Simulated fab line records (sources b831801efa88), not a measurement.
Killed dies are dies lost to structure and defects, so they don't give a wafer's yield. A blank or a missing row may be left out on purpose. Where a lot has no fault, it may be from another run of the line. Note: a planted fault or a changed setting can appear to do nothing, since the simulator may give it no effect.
Chamber matching + flow sky130 + SKY_VIA3_HDPCVD_00 on hdpcvd-02 has 3 sister chambers
The step deposits SiO2, target thk 1635 nm, time 272.5 s. 14 wafers are shown with their chamber, then 7 later ones without.

WAFERS, EACH WITH ITS CHAMBER
| wafer  | chamber | pressureMtorr (mTorr) |
|--------|---------|-----------------------|
| L942.2 | 1       | 5.991                 |
| L942.4 | 1       | 5.994                 |
| L942.5 | 2       | 5.991                 |
| L953.1 | 1       | 5.988                 |
| L953.2 | 0       | 6.001                 |
| L953.3 | 1       | 5.990                 |
| L956.2 | 1       | 5.992                 |
| L956.4 | 1       | 5.993                 |
| L956.5 | 2       | 5.977                 |
| L959.3 | 2       | 6.005                 |
| L959.5 | 2       | 6.007                 |
| L959.6 | 0       | 5.983                 |
| L963.1 | 0       | 6.021                 |
| L963.2 | 1       | 6.006                 |

SIGNATURES, as means of the wafers listed above
| reading       | chamber 0 | chamber 1 | chamber 2 | scatter within a chamber |
|---------------|-----------|-----------|-----------|--------------------------|
| pressureMtorr | 6.00167   | 5.99343   | 5.99500   | 0.0117                   |
Rule: a wafer lies at a distance from a chamber equal to the root of the sum of squares, over the readings, of (its reading less the chamber's mean, divided by the reading's scatter). If the next closest chamber is less than 2 further off than the closest, the wafer can't be placed; otherwise it belongs to the closest. How the scatter is found: for the shown wafers, subtract from each reading the mean of its chamber, square and add these, divide the total by (wafers less chambers), then take the root.

WAFERS WITHOUT THEIR CHAMBER
| wafer  | pressureMtorr (mTorr) |
|--------|-----------------------|
| L963.3 | 5.984                 |
| L964.2 | 6.014                 |
| L964.3 | 6.000                 |
| L964.6 | 6.015                 |
| L965.2 | 5.982                 |
| L965.3 | 5.985                 |
| L965.5 | 5.974                 |

EACH ONE'S CHAMBER
| wafer  | from the rows above          | in truth |
|--------|------------------------------|----------|
| L963.3 | can't be placed: 1 or 2 or 0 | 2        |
| L964.2 | can't be placed: 0 or 2 or 1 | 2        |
| L964.3 | can't be placed: 0 or 2 or 1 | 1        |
| L964.6 | can't be placed: 0 or 2 or 1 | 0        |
| L965.2 | can't be placed: 1 or 2 or 0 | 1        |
| L965.3 | can't be placed: 1 or 2 or 0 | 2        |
| L965.5 | can't be placed: 1 or 2 or 0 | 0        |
Correctly placed: 0 of 7. Not placeable from these rows: 7 (in 7, the candidates include the true chamber). 0 placed wrongly.
